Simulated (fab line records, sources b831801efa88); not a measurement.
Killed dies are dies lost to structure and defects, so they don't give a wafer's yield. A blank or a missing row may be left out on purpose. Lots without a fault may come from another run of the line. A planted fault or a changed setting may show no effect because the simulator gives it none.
Which tool did it? | flow gf180mcu | 6 lots, 18 wafers sampled, at 4 steps of a route of 602

WHAT THE GAUGES READ, wafer by wafer
GF_TOP_METAL_OVL_MEAS_15.
lot  | measured     | on         | TOP_METAL_OVL (nm)
L369 | day 28 05:07 | overlay-02 | 1.1 -1.2 -1.7
L372 | day 29 02:49 | overlay-01 | -0.7 -1.2 0.2
L381 | day 31 18:08 | overlay-02 | -1.0 -0.9 -3.2
L385 | day 32 16:14 | overlay-02 | -1.6 -2.3 -0.7
L387 | day 33 06:01 | overlay-02 | -1.2 -1.8 -1.5
L390 | day 34 00:25 | overlay-02 | -3.8 -2.5 -2.3

WHICH TOOL RAN EACH LOT (tool, then ch and the chambers of the sampled wafers, then the start)
lot  | GF_STI_ETCH_13                    | GF_M5_ETCH_09                      | GF_V5_STRIP_18
L369 | rie_diel-03 ch 0,2, day 2 06:55   | rie_diel-03 ch 0,3, day 26 10:15   | plasma_asher-01 ch 0,1, day 27 08:20
L372 | rie_diel-03 ch 1,2,3, day 2 21:56 | rie_diel-01 ch 0,3, day 27 09:18   | plasma_asher-03 ch 1, day 28 06:15
L381 | rie_diel-02 ch 0,3, day 4 21:46   | rie_diel-01 ch 0,1,3, day 30 05:29 | plasma_asher-01 ch 0,1, day 31 00:29
L385 | rie_diel-01 ch 0,1, day 5 17:23   | rie_diel-04 ch 0,1,3, day 31 03:34 | plasma_asher-01 ch 0,1, day 31 22:27
L387 | rie_diel-03 ch 0,2,3, day 6 02:14 | rie_diel-04 ch 1,2,3, day 31 19:27 | plasma_asher-03 ch 0,1, day 32 13:19
L390 | rie_diel-01 ch 1,3, day 6 19:38   | rie_diel-03 ch 0,1,3, day 32 15:04 | plasma_asher-03 ch 0,1, day 33 08:05
- GF_STI_ETCH_13: etches the open film in CHF3/O2, stops on Si, target depth 282.31 nm, time 112.9 s.
- GF_M5_ETCH_09: etches Si3N4 in CF4/O2, target depth 52 nm, time 11.6 s.
- GF_V5_STRIP_18: strips in O2/N2.

THE ANSWER, worked out from the rows above alone
Rule: what is usual is taken from the lots themselves. Put in order of their means at a reading, lots are off if they are a third of the lots or fewer, leave a main group of 4 or more, and stand apart from it by a gap of 3 or more times the standard deviation of the main group's means; of several such gaps the widest counts. A main group whose means are all the same, to the digits that the tables above print for the reading, isn't used. A lot without any number at a reading at which 4 lots or more have one is off too. The other lots that the step has rows for count as sound.
No lot is off at any reading shown: from this, nothing can be told.

WHAT THE SIMULATOR HAD PUT IN
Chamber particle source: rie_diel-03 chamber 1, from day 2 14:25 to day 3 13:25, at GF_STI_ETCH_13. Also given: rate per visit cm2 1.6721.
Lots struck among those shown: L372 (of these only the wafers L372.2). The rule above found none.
